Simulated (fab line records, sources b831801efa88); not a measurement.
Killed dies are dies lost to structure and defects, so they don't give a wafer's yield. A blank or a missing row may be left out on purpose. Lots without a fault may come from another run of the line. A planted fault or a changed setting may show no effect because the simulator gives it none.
Chamber matching | flow sky130 | SKY_VIA2_CMP_02 on cmp-01: 4 sister chambers
The step polishes SiO2. 4 wafers are shown with their chamber, then 7 later ones without.

WAFERS WITH THEIR CHAMBER
wafer  | chamber | motor_current_A (A)
L718.1 | 0       | 12.6
L718.3 | 3       | 9.9
L718.6 | 1       | 12.3
L721.5 | 2       | 11.2

WAFERS WITHOUT THEIR CHAMBER
wafer  | motor_current_A (A)
L721.6 | 12.0
L729.3 | 10.9
L729.4 | 12.1
L729.6 | 10.4
L731.2 | 10.6
L731.3 | 12.2
L731.5 | 10.1

WHICH CHAMBER EACH WENT THROUGH
wafer  | from the rows above          | in truth
L721.6 | can't be placed: 1 or 0 or 2 | 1
L729.3 | can't be placed: 2 or 3      | 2
L729.4 | can't be placed: 1 or 0 or 2 | 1
L729.6 | can't be placed: 3 or 2      | 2
L731.2 | can't be placed: 2 or 3      | 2
L731.3 | can't be placed: 1 or 0      | 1
L731.5 | 3                            | 3
Placed correctly: 1 of 7. Can't be placed from these rows: 6 (the true chamber is among the candidates in 6). Placed wrongly: 0.
How it was worked out, from the rows above alone: a wafer's distance from a chamber is the root of the sum, over the readings, of the square of ((its reading less the chamber's mean) divided by the reading's scatter). The wafer belongs to the nearest chamber; if the next one is less than 2 further off, it can't be placed. A chamber's mean is the mean of its shown wafers. The scatter: with one shown wafer a chamber, the root of the mean of the squares of how far each hidden wafer lies from its nearest shown one.
